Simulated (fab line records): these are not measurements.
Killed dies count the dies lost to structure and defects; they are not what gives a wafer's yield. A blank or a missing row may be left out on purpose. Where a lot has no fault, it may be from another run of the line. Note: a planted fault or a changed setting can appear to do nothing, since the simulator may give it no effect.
fab line records + flow sky130
[record]
- lots = 12
- wafers = 36
- last-day = 50
route steps=708 shown METAL2@501 VIA4@651 METAL5@664 PAD_OPEN@708
lots that met no fault: taken from a fault-free run of the same line
start-h: the number of hours between the record's first day and the start of the first shown wafer of the lot + wait-h: hours elapsed since this lot's preceding step + " as in the row above + L1.1+2: a row that stands for several wafers + - no value, or no start given + * or withheld: withheld + < > ~ a bound
route shown NAME@n: a module of which the file shows steps, and the number in the route of the first + usual: the fault-free wafers' mean and standard deviation + same: alike in all rows + chamber/n: place in a boat + sites: each site's reading + _std_site: standard deviation of those values + _edge_site: mean of outer sites minus mean of inner sites + radius-mm: for every site, how far away it sits from the centre of the wafer + mask NAME#n: copy n + behind: the last tool/chamber to shape the wafer + hold: the reason the lot was held/the length of the hold in hours/how it ended + device: names the non-switching transistor (n, p or np) + end of line: the same wafers' tests at the end of the route + a step given without rows: its recipe and nothing more + killed: not the wafer's yield, but the dies lost to structure and defects at the first sort + map: per-die view of a wafer (x killed, . not killed, _ where there is no die)
set.NAME: the setting the step ran with; set.NAME@STEP: the setting that earlier step ran with + model.NAME: the simulator's own value behind a step, which no gauge read
route steps across a sampled set of lots; one table per step, one row per wafer
services: when a tool's chamber went out of use (start-h, in hours from the record's first day, below 0 if earlier), for how many hours, and the reason
[[steps]]
[step SKY_METAL2_ETCH_18]
[recipe]
- chemistry = N2/H2
- target = BARC
- ion-energy-ev = 200
- bias-w = 100
- pressure-mtorr = 30
- n2-flow-sccm = 100
- h2-flow-sccm = 200
- icp-w = 500
- stop-on = SiO2
- time-s = 45.9
- target-depth-a = 600
[usual]
- drypump-motor-current-A = 5.44/0.29
- h2-flow-sccm = 200.1/0.61
- oes-product-au = 0.854/0.0043
- throttle-valve-pct = 13.224/0.009
| lot.wafer | tool         | chamber | start-h | wait-h | drypump-motor-current-A | h2-flow-sccm | oes-product-au | rf-hours-counter-h | throttle-valve-pct |
|-----------|--------------|---------|---------|--------|-------------------------|--------------|----------------|--------------------|--------------------|
| L268.1    | rie-metal-02 | 1       | 824.18  | 0.0    | 5.44                    | 199.7        | 0.850          | 15                 | 13.219             |
| L268.3    | "            | 0       | "       | "      | 5.10                    | 200.3        | 0.847          | -                  | 13.222             |
| L268.4    | "            | 1       | "       | "      | 5.45                    | 200.4        | 0.858          | -                  | 13.219             |
| L270.2    | rie-metal-03 | 1       | 829.03  | 0.0    | 5.76                    | 199.2        | 0.854          | 5                  | 13.230             |
| L270.3    | "            | 1       | "       | "      | 5.76                    | 199.6        | 0.853          | -                  | 13.218             |
| L270.4    | "            | 0       | "       | "      | 5.61                    | 200.1        | 0.851          | -                  | 13.226             |
| L271.1    | rie-metal-03 | 1       | 847.51  | 0.0    | 5.76                    | 201.2        | 0.862          | 6                  | 13.215             |
| L271.3    | "            | 1       | "       | "      | 5.75                    | 200.1        | 0.856          | -                  | 13.224             |
| L271.5    | "            | 1       | "       | "      | 5.75                    | 200.9        | 0.858          | -                  | 13.218             |
| L272.4    | rie-metal-02 | 1       | 853.93  | 0.0    | 5.48                    | 198.5        | 0.854          | -                  | 13.224             |
| L272.5    | "            | 1       | "       | "      | 5.46                    | 198.9        | 0.853          | -                  | 13.228             |
| L272.6    | "            | 0       | "       | "      | 5.13                    | 199.9        | 0.855          | -                  | 13.207             |
| L273.1    | rie-metal-03 | 1       | 864.24  | 0.0    | 5.72                    | 200.5        | 0.851          | 7                  | 13.236             |
| L273.4    | "            | 1       | "       | "      | 5.69                    | 201.0        | 0.853          | -                  | 13.225             |
| L273.5    | "            | 0       | "       | "      | 5.63                    | 199.5        | 0.851          | -                  | 13.216             |
| L274.3    | rie-metal-02 | 0       | 866.78  | 0.0    | 5.08                    | 199.6        | 0.862          | -                  | 13.243             |
| L274.4    | "            | 1       | "       | "      | 5.45                    | 200.2        | 0.857          | -                  | 13.228             |
| L274.5    | "            | 0       | "       | "      | 5.11                    | 200.3        | 0.846          | -                  | 13.227             |
| L278.1    | rie-metal-02 | 0       | 897.94  | 0.0    | 5.11                    | 199.9        | 0.859          | 11                 | 13.234             |
| L278.2    | "            | 1       | "       | "      | 5.42                    | 200.1        | 0.856          | 19                 | 13.223             |
| L278.6    | "            | 0       | "       | "      | 5.13                    | 199.5        | 0.855          | -                  | 13.223             |
| L285.1    | rie-metal-03 | 0       | 955.33  | 0.0    | 5.62                    | 201.2        | 0.860          | 10                 | 13.218             |
| L285.2    | "            | 1       | "       | "      | 5.73                    | 199.9        | 0.850          | 11                 | 13.219             |
| L285.4    | "            | 1       | "       | "      | 5.73                    | 200.2        | 0.851          | -                  | 13.218             |
| L287.2    | rie-metal-04 | 1       | 957.26  | 0.0    | 5.68                    | 200.3        | 0.857          | 1                  | 13.228             |
| L287.4    | "            | 1       | "       | "      | 5.70                    | 200.9        | 0.850          | -                  | 13.215             |
| L287.5    | "            | 0       | "       | "      | 4.86                    | 199.6        | 0.846          | -                  | 13.227             |
| L289.1    | rie-metal-02 | 1       | 971.69  | 0.0    | 5.45                    | 200.5        | 0.864          | 1                  | 13.214             |
| L289.5    | "            | 0       | "       | "      | 5.14                    | 199.9        | 0.849          | -                  | 13.225             |
| L289.6    | "            | 1       | "       | "      | 5.42                    | 200.2        | 0.849          | -                  | 13.218             |
| L290.1    | rie-metal-02 | 0       | 978.81  | 0.0    | 5.15                    | 200.8        | 0.855          | 16                 | 13.220             |
| L290.2    | "            | 1       | "       | "      | 5.45                    | 199.5        | 0.843          | 1                  | 13.244             |
| L290.4    | "            | 0       | "       | "      | 5.13                    | 200.1        | 0.857          | -                  | 13.232             |
| L291.3    | rie-metal-04 | 0       | 983.96  | 0.0    | 4.85                    | 199.5        | 0.849          | -                  | 13.232             |
| L291.4    | "            | 1       | "       | "      | 5.73                    | 199.5        | 0.849          | -                  | 13.222             |
| L291.5    | "            | 1       | "       | "      | 5.72                    | 199.1        | 0.854          | -                  | 13.223             |
[step SKY_VIA4_ETCH_12]
[recipe]
- target = SiO2
- chemistry = C4F8/O2/Ar
- stop-on = TiN
- mask-material = NOVOLAK
- source-w = 1500
- bias-w = 1200
- pressure-mtorr = 40
- c4f8-flow-sccm = withheld
- O2_flow_sccm = 6
- Ar_flow_sccm = 300
- time-s = withheld
- target-depth-a = 5800
[usual]
- oes-product-au = 0.925/0.0045
| lot.wafer | tool        | chamber | start-h | wait-h | oes-product-au |
|-----------|-------------|---------|---------|--------|----------------|
| L268.1    | rie-diel-04 | 3       | 1007.81 | 0.0    | 0.918          |
| L268.3    | "           | 0       | "       | "      | 0.926          |
| L268.4    | "           | 2       | "       | "      | 0.920          |
| L270.2    | rie-diel-03 | 3       | 1012.96 | 0.0    | 0.931          |
| L270.3    | "           | 0       | "       | "      | 0.930          |
| L270.4    | "           | 1       | "       | "      | 0.935          |
| L271.1    | rie-diel-03 | 2       | 1026.06 | 0.0    | 0.925          |
| L271.3    | "           | 0       | "       | "      | 0.930          |
| L271.5    | "           | 0       | "       | "      | 0.933          |
| L272.4    | rie-diel-01 | 3       | 1031.73 | 0.0    | 0.931          |
| L272.5    | "           | 2       | "       | "      | 0.921          |
| L272.6    | "           | 1       | "       | "      | 0.929          |
| L273.1    | rie-diel-04 | 0       | 1042.86 | 0.0    | 0.921          |
| L273.4    | "           | 0       | "       | "      | 0.934          |
| L273.5    | "           | 2       | "       | "      | 0.921          |
| L274.3    | rie-diel-01 | 2       | 1042.98 | 0.0    | 0.918          |
| L274.4    | "           | 0       | "       | "      | 0.930          |
| L274.5    | "           | 1       | "       | "      | 0.928          |
| L278.1    | rie-diel-01 | 0       | 1073.71 | 0.0    | 0.931          |
| L278.2    | "           | 3       | "       | "      | 0.926          |
| L278.6    | "           | 0       | "       | "      | 0.918          |
| L285.1    | rie-diel-04 | 3       | 1117.41 | 0.0    | 0.922          |
| L285.2    | "           | 0       | "       | "      | 0.923          |
| L285.4    | "           | 1       | "       | "      | 0.919          |
| L287.2    | rie-diel-03 | 2       | 1120.19 | 0.0    | 0.924          |
| L287.4    | "           | 1       | "       | "      | 0.922          |
| L287.5    | "           | 3       | "       | "      | 0.931          |
| L289.1    | rie-diel-01 | 2       | 1131.37 | 0.0    | 0.930          |
| L289.5    | "           | 1       | "       | "      | 0.927          |
| L289.6    | "           | 0       | "       | "      | 0.929          |
| L290.1    | rie-diel-03 | 1       | 1138.94 | 0.0    | 0.922          |
| L290.2    | "           | 3       | "       | "      | 0.931          |
| L290.4    | "           | 2       | "       | "      | 0.930          |
| L291.3    | rie-diel-04 | 1       | 1141.41 | 0.0    | 0.927          |
| L291.4    | "           | 2       | "       | "      | 0.921          |
| L291.5    | "           | 3       | "       | "      | 0.922          |
[step SKY_METAL5_SPUTTER_03]
[recipe]
- material = Ti
- target-thk-nm = 5
- power-w = 3000
- time-s = 3.3
- chamber-pressure-pa = 0.4
[usual]
- throttle-valve-pct = 30.3/0.94
| lot.wafer | tool           | chamber | start-h | wait-h | throttle-valve-pct |
|-----------|----------------|---------|---------|--------|--------------------|
| L268.1    | pvd-sputter-02 | -       | 1009.27 | 0.0    | 28.4               |
| L268.3    | "              | -       | "       | "      | 30.3               |
| L268.4    | "              | -       | "       | "      | 30.1               |
| L270.2    | pvd-sputter-02 | -       | 1014.46 | 0.0    | 28.3               |
| L270.3    | "              | -       | "       | "      | 29.9               |
| L270.4    | "              | -       | "       | "      | 30.8               |
| L271.1    | pvd-sputter-04 | -       | 1027.85 | 0.0    | 30.8               |
| L271.3    | "              | -       | "       | "      | 29.7               |
| L271.5    | "              | -       | "       | "      | 31.0               |
| L272.4    | pvd-sputter-02 | -       | 1033.22 | 0.0    | 30.1               |
| L272.5    | "              | -       | "       | "      | 30.1               |
| L272.6    | "              | -       | "       | "      | 29.9               |
| L273.1    | pvd-sputter-04 | -       | 1044.45 | 0.0    | 30.7               |
| L273.4    | "              | -       | "       | "      | 31.3               |
| L273.5    | "              | -       | "       | "      | 30.9               |
| L274.3    | pvd-sputter-02 | -       | 1044.56 | 0.0    | 30.0               |
| L274.4    | "              | -       | "       | "      | 30.0               |
| L274.5    | "              | -       | "       | "      | 30.0               |
| L278.1    | pvd-sputter-03 | -       | 1075.17 | 0.0    | 31.1               |
| L278.2    | "              | -       | "       | "      | 29.1               |
| L278.6    | "              | -       | "       | "      | 31.1               |
| L285.1    | pvd-sputter-03 | -       | 1118.95 | 0.0    | 29.4               |
| L285.2    | "              | -       | "       | "      | 31.4               |
| L285.4    | "              | -       | "       | "      | 31.4               |
| L287.2    | pvd-sputter-02 | -       | 1121.69 | 0.0    | 30.7               |
| L287.4    | "              | -       | "       | "      | 30.2               |
| L287.5    | "              | -       | "       | "      | 30.0               |
| L289.1    | pvd-sputter-03 | -       | 1133.12 | 0.0    | 29.3               |
| L289.5    | "              | -       | "       | "      | 31.4               |
| L289.6    | "              | -       | "       | "      | 31.1               |
| L290.1    | pvd-sputter-04 | -       | 1140.46 | 0.0    | 31.1               |
| L290.2    | "              | -       | "       | "      | 29.5               |
| L290.4    | "              | -       | "       | "      | 29.6               |
| L291.3    | pvd-sputter-02 | -       | 1142.96 | 0.0    | 28.6               |
| L291.4    | "              | -       | "       | "      | 30.0               |
| L291.5    | "              | -       | "       | "      | 29.8               |
[step SKY_METAL5_SPUTTER_04]
[recipe]
- material = TiN
- target-thk-nm = 70
- power-w = 6500
- time-s = 58.3
- chamber-pressure-pa = 0.4
[usual]
- throttle-valve-pct = 30.3/0.93
| lot.wafer | tool           | chamber | start-h | wait-h | throttle-valve-pct |
|-----------|----------------|---------|---------|--------|--------------------|
| L268.1    | pvd-sputter-02 | -       | 1009.29 | 0.0    | 28.2               |
| L268.3    | "              | -       | "       | "      | 30.0               |
| L268.4    | "              | -       | "       | "      | 29.8               |
| L270.2    | pvd-sputter-02 | -       | 1014.48 | 0.0    | 28.6               |
| L270.3    | "              | -       | "       | "      | 30.1               |
| L270.4    | "              | -       | "       | "      | 30.7               |
| L271.1    | pvd-sputter-04 | -       | 1027.87 | 0.0    | 30.8               |
| L271.3    | "              | -       | "       | "      | 29.6               |
| L271.5    | "              | -       | "       | "      | 30.9               |
| L272.4    | pvd-sputter-02 | -       | 1033.24 | 0.0    | 30.2               |
| L272.5    | "              | -       | "       | "      | 30.0               |
| L272.6    | "              | -       | "       | "      | 29.9               |
| L273.1    | pvd-sputter-04 | -       | 1044.47 | 0.0    | 31.1               |
| L273.4    | "              | -       | "       | "      | 31.4               |
| L273.5    | "              | -       | "       | "      | 30.9               |
| L274.3    | pvd-sputter-02 | -       | 1044.58 | 0.0    | 30.4               |
| L274.4    | "              | -       | "       | "      | 29.8               |
| L274.5    | "              | -       | "       | "      | 29.5               |
| L278.1    | pvd-sputter-03 | -       | 1075.19 | 0.0    | 31.3               |
| L278.2    | "              | -       | "       | "      | 29.2               |
| L278.6    | "              | -       | "       | "      | 31.2               |
| L285.1    | pvd-sputter-03 | -       | 1118.97 | 0.0    | 29.4               |
| L285.2    | "              | -       | "       | "      | 31.6               |
| L285.4    | "              | -       | "       | "      | 31.4               |
| L287.2    | pvd-sputter-02 | -       | 1121.70 | 0.0    | 30.6               |
| L287.4    | "              | -       | "       | "      | 30.0               |
| L287.5    | "              | -       | "       | "      | 29.8               |
| L289.1    | pvd-sputter-03 | -       | 1133.14 | 0.0    | 29.3               |
| L289.5    | "              | -       | "       | "      | 31.1               |
| L289.6    | "              | -       | "       | "      | 31.5               |
| L290.1    | pvd-sputter-04 | -       | 1140.48 | 0.0    | 31.2               |
| L290.2    | "              | -       | "       | "      | 29.9               |
| L290.4    | "              | -       | "       | "      | 29.6               |
| L291.3    | pvd-sputter-02 | -       | 1142.98 | 0.0    | 28.2               |
| L291.4    | "              | -       | "       | "      | 29.9               |
| L291.5    | "              | -       | "       | "      | 29.8               |
[step SKY_PAD_OPEN_PROBE_99]
[usual]
- defect-limited-yield = 82.0/2.1
- killed_at_M0_to_M3 = 45/7
- killed_at_M4_up = 3.4/1.8
- killed-at-contacts = 24/5.4
- killed-at-front-end = 16/4.8
- killed-at-other = 0.4/0.62
- killed-dies = 89/10
- killed-open = 48/7.2
- killed-short = 40/6.3
- sort_bin_3_pad_short = 0.9/0.39
- sort_bin_5_function = 10.7/1.5
- sort_bin_6_memory = 6.4/1.1
- sort-n-pass = 403/10
- sort-yield-pct = 82.0/2.1
[same]
- gross-dies = 492
- killed-at-back-side = 0
- sort_bin_4_leakage[%] = 0
- sort_bin_8_speed[%] = 0
| lot.wafer | tool      | chamber | start-h | wait-h | defect-limited-yield[%] | killed_at_M0_to_M3 | killed_at_M4_up | killed-at-contacts | killed-at-front-end | killed-at-other | killed-dies | killed-open | killed-short | sort_bin_3_pad_short[%] | sort_bin_5_function[%] | sort_bin_6_memory[%] | sort-n-pass | sort-yield-pct[%] |
|-----------|-----------|---------|---------|--------|-------------------------|--------------------|-----------------|--------------------|---------------------|-----------------|-------------|-------------|--------------|-------------------------|------------------------|----------------------|-------------|-------------------|
| L278.1    | prober-01 | -       | 1137.13 | 0.1    | 81.3                    | 50                 | 3               | 23                 | 16                  | 0               | 92          | 57          | 35           | 0.6                     | 11.4                   | 6.7                  | 400         | 81.3              |
| L278.2    | prober-01 | -       | 1137.18 | 0.1    | 71.3                    | 87                 | 1               | 32                 | 21                  | 0               | 141         | 48          | 46           | 3.3                     | 16.5                   | 8.9                  | 351         | 71.3              |
| L278.6    | prober-01 | -       | 1137.38 | 0.2    | 83.5                    | 38                 | 4               | 20                 | 19                  | 0               | 81          | 42          | 39           | 0.6                     | 10.2                   | 5.7                  | 411         | 83.5              |
// killed by level:class
L278.1 VIA3:geometric-particle:open=15 VIA1:geometric-particle:open=10 VIA2:geometric-particle:open=9 LI_CONTACT:geometric-particle:open=7 CONTACT:geometric-particle:open=7 POLY_GATE:geometric-particle:short=5 CONTACT:geometric-particle:short=5 VIA1:geometric-particle:short=4
L278.2 METAL2:unspecified=47 CONTACT:geometric-particle:open=15 LOCAL_INTERCONNECT:geometric-particle:short=6 VIA2:geometric-particle:open=6 METAL1:geometric-particle:short=6 METAL2:geometric-particle:short=6 VIA3:geometric-particle:short=5 VIA1:geometric-particle:open=5
L278.6 VIA3:geometric-particle:open=10 VIA1:geometric-particle:open=8 CONTACT:geometric-particle:open=7 VIA3:geometric-particle:short=6 FIELD_ISO:geometric-particle:short=4 POLY_GATE:geometric-particle:open=4 POLY_CUT:geometric-particle:short=4 LI_CONTACT:geometric-particle:open=4
[[services]]
| tool           | chamber | start-h | hours | kind   |
|----------------|---------|---------|-------|--------|
| pvd-sputter-03 | -       | 816.81  | 5.6   | repair |
| rie-diel-01    | 3       | 822.50  | 3.9   | repair |
| pvd-sputter-02 | -       | 842.51  | 5.4   | repair |
| rie-diel-04    | 3       | 842.89  | 2.9   | repair |
| rie-metal-02   | 0       | 844.25  | 1.1   | repair |
| rie-diel-01    | 3       | 874.57  | 11.6  | repair |
| pvd-sputter-02 | -       | 877.15  | 2.6   | repair |
| rie-diel-01    | 1       | 886.94  | 7.8   | repair |
| pvd-sputter-02 | -       | 887.45  | 5.4   | repair |
| rie-diel-03    | 3       | 897.10  | 15.2  | repair |
| rie-diel-04    | -       | 924.84  | 0.1   | repair |
| pvd-sputter-02 | -       | 931.93  | 4.5   | repair |
| rie-diel-04    | 1       | 961.32  | 1.2   | repair |
| rie-diel-03    | 2       | 983.95  | 9.4   | repair |
| rie-diel-04    | -       | 991.37  | 2.8   | pm     |
| pvd-sputter-04 | -       | 993.37  | 5.6   | repair |
| rie-diel-01    | 0       | 995.68  | 5.8   | repair |
| rie-metal-03   | 0       | 1016.32 | 1.0   | repair |
| rie-diel-01    | -       | 1042.34 | 0.3   | repair |
| rie-diel-04    | 3       | 1042.58 | 3.3   | repair |
| pvd-sputter-03 | -       | 1053.29 | 4.0   | repair |
| pvd-sputter-03 | -       | 1054.10 | 0.7   | repair |
| rie-diel-03    | 0       | 1064.43 | 6.7   | repair |
| rie-metal-02   | -       | 1082.85 | 0.2   | repair |
[[key]]
[first-sign]
- step = SKY_PAD_OPEN_PROBE_99
- reading = sort_bin_3_pad_short
- direction = up
- sigmas = 6.1
- usual = 0.9
- struck = 3.3
[effect]
- step = SKY_PAD_OPEN_PROBE_99
- reading = killed_at_M0_to_M3
- direction = up
- sigmas = 6
- usual = 45
- struck = 87
met-at SKY_METAL2_ETCH_18
struck-lots L278
struck-wafers L278.2
not-acting-at SKY_VIA4_ETCH_12,SKY_METAL5_SPUTTER_03,SKY_METAL5_SPUTTER_04
onset-between 866.78 897.94
[fault]
- kind = chamber-particle-source
- tool = rie-metal-02
- chamber = 1
- onset-h = 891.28
- steps = SKY_METAL2_ETCH_18
- rate-per-visit-cm2 = 0.70387
- end-h = 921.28
